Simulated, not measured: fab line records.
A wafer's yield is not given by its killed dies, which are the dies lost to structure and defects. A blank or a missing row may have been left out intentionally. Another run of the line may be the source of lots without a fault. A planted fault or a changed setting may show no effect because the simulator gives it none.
Which tool is to blame? || flow gf180mcu || Sampling: 12 lots, 36 wafers, 6 of 602 route steps

WHAT THE GAUGES READ, wafer by wafer
GF_V4_BOW_MEAS_05.
{"lot": "L075", "measured": "day 23 19:08", "on": "film_metro-03", "V4_BOW (um)": "128 137 129"}
{"lot": "L077", "measured": "day 24 18:28", "on": "film_metro-03", "V4_BOW (um)": "135 137 149"}
{"lot": "L079", "measured": "day 25 09:51", "on": "film_metro-03", "V4_BOW (um)": "117 131 132"}
{"lot": "L081", "measured": "day 26 03:56", "on": "film_metro-04", "V4_BOW (um)": "140 137 137"}
{"lot": "L083", "measured": "day 27 00:07", "on": "film_metro-03", "V4_BOW (um)": "137 127 143"}
{"lot": "L085", "measured": "day 27 07:16", "on": "film_metro-03", "V4_BOW (um)": "142 142 139"}
{"lot": "L087", "measured": "day 28 00:53", "on": "film_metro-03", "V4_BOW (um)": "132 118 132"}
{"lot": "L089", "measured": "day 28 15:31", "on": "film_metro-01", "V4_BOW (um)": "125 130 132"}
{"lot": "L091", "measured": "day 28 23:47", "on": "film_metro-04", "V4_BOW (um)": "137 143 121"}
{"lot": "L093", "measured": "day 29 15:52", "on": "film_metro-04", "V4_BOW (um)": "132 126 127"}
{"lot": "L095", "measured": "day 30 02:08", "on": "film_metro-04", "V4_BOW (um)": "148 141 124"}
{"lot": "L097", "measured": "day 30 15:08", "on": "film_metro-03", "V4_BOW (um)": "133 117 132"}

TOOL THAT RAN EACH LOT (tool first, then ch and the chambers of the sampled wafers, then the start)
{"lot": "L075", "GF_V2_CVD_23": "cvd_w-02 ch 0,1, day 20 16:07", "GF_M3_SPUTTER_00": "pvd_sputter-04, day 20 16:43", "GF_V3_SPUTTER_22": "pvd_sputter-01, day 22 18:15", "GF_M4_SPUTTER_02": "pvd_sputter-04, day 22 19:01", "GF_M4_SPUTTER_04": "pvd_sputter-04, day 22 19:04"}
{"lot": "L077", "GF_V2_CVD_23": "cvd_w-01 ch 0,1, day 21 16:15", "GF_M3_SPUTTER_00": "pvd_sputter-02, day 21 16:50", "GF_V3_SPUTTER_22": "pvd_sputter-01, day 23 17:38", "GF_M4_SPUTTER_02": "pvd_sputter-01, day 23 18:23", "GF_M4_SPUTTER_04": "pvd_sputter-01, day 23 18:26"}
{"lot": "L079", "GF_V2_CVD_23": "cvd_w-01 ch 0,1, day 22 09:31", "GF_M3_SPUTTER_00": "pvd_sputter-04, day 22 10:07", "GF_V3_SPUTTER_22": "pvd_sputter-03, day 24 09:36", "GF_M4_SPUTTER_02": "pvd_sputter-02, day 24 10:22", "GF_M4_SPUTTER_04": "pvd_sputter-02, day 24 10:25"}
{"lot": "L081", "GF_V2_CVD_23": "cvd_w-01 ch 0,1, day 23 05:16", "GF_M3_SPUTTER_00": "pvd_sputter-03, day 23 06:05", "GF_V3_SPUTTER_22": "pvd_sputter-01, day 25 04:50", "GF_M4_SPUTTER_02": "pvd_sputter-01, day 25 05:35", "GF_M4_SPUTTER_04": "pvd_sputter-01, day 25 05:38"}
{"lot": "L083", "GF_V2_CVD_23": "cvd_w-01 ch 0,1, day 24 02:47", "GF_M3_SPUTTER_00": "pvd_sputter-03, day 24 03:23", "GF_V3_SPUTTER_22": "pvd_sputter-03, day 26 01:20", "GF_M4_SPUTTER_02": "pvd_sputter-01, day 26 02:05", "GF_M4_SPUTTER_04": "pvd_sputter-01, day 26 02:08"}
{"lot": "L085", "GF_V2_CVD_23": "cvd_w-02 ch 0,1, day 24 11:10", "GF_M3_SPUTTER_00": "pvd_sputter-04, day 24 11:45", "GF_V3_SPUTTER_22": "pvd_sputter-01, day 26 08:22", "GF_M4_SPUTTER_02": "pvd_sputter-04, day 26 09:10", "GF_M4_SPUTTER_04": "pvd_sputter-04, day 26 09:13"}
{"lot": "L087", "GF_V2_CVD_23": "cvd_w-02 ch 0,1, day 25 05:50", "GF_M3_SPUTTER_00": "pvd_sputter-03, day 25 06:28", "GF_V3_SPUTTER_22": "pvd_sputter-01, day 27 02:50", "GF_M4_SPUTTER_02": "pvd_sputter-02, day 27 03:35", "GF_M4_SPUTTER_04": "pvd_sputter-02, day 27 03:38"}
{"lot": "L089", "GF_V2_CVD_23": "cvd_w-01 ch 0,1, day 25 21:43", "GF_M3_SPUTTER_00": "pvd_sputter-04, day 25 22:19", "GF_V3_SPUTTER_22": "pvd_sputter-02, day 27 17:50", "GF_M4_SPUTTER_02": "pvd_sputter-01, day 27 18:37", "GF_M4_SPUTTER_04": "pvd_sputter-01, day 27 18:40"}
{"lot": "L091", "GF_V2_CVD_23": "cvd_w-02 ch 0,1, day 26 06:23", "GF_M3_SPUTTER_00": "pvd_sputter-04, day 26 06:59", "GF_V3_SPUTTER_22": "pvd_sputter-01, day 28 02:11", "GF_M4_SPUTTER_02": "pvd_sputter-04, day 28 02:56", "GF_M4_SPUTTER_04": "pvd_sputter-04, day 28 02:59"}
{"lot": "L093", "GF_V2_CVD_23": "cvd_w-02 ch 1, day 26 22:52", "GF_M3_SPUTTER_00": "pvd_sputter-03, day 26 23:35", "GF_V3_SPUTTER_22": "pvd_sputter-01, day 28 18:05", "GF_M4_SPUTTER_02": "pvd_sputter-02, day 28 18:50", "GF_M4_SPUTTER_04": "pvd_sputter-02, day 28 18:53"}
{"lot": "L095", "GF_V2_CVD_23": "cvd_w-02 ch 0,1, day 27 11:55", "GF_M3_SPUTTER_00": "pvd_sputter-04, day 27 12:30", "GF_V3_SPUTTER_22": "pvd_sputter-01, day 29 05:41", "GF_M4_SPUTTER_02": "pvd_sputter-02, day 29 06:33", "GF_M4_SPUTTER_04": "pvd_sputter-02, day 29 06:36"}
{"lot": "L097", "GF_V2_CVD_23": "cvd_w-01 ch 0,1, day 27 23:59", "GF_M3_SPUTTER_00": "pvd_sputter-04, day 28 00:35", "GF_V3_SPUTTER_22": "pvd_sputter-02, day 29 17:56", "GF_M4_SPUTTER_02": "pvd_sputter-01, day 29 18:43", "GF_M4_SPUTTER_04": "pvd_sputter-01, day 29 18:46"}
- GF_V2_CVD_23: deposits W, target thk 350 nm, time 104.94 s.
- GF_M3_SPUTTER_00: material Ti, target thk 37.5 nm, time 150 s.
- GF_V3_SPUTTER_22: material TiN, target thk 10 nm, time 40 s.
- GF_M4_SPUTTER_02: material AlCu, target thk 450 nm, time 23.9 s.
- GF_M4_SPUTTER_04: material TiN, target thk 50 nm, time 41.7 s.

THE ANSWER, worked out from the rows above alone
Rule: the lots themselves supply what counts as usual. Put in order of their means at a reading, lots are off if they are a third of the lots or fewer, leave a main group of 4 or more, and stand apart from it by a gap of 3 or more times the standard deviation of the main group's means; of several such gaps the widest counts. A main group whose means are all the same, to the digits that the tables above print for the reading, isn't used. A lot without any number at a reading at which 4 lots or more have one is off too. The other lots that the step has rows for count as sound.
None of the lots is off at any reading shown; this tells nothing.

WHAT THE SIMULATOR HAD PUT IN
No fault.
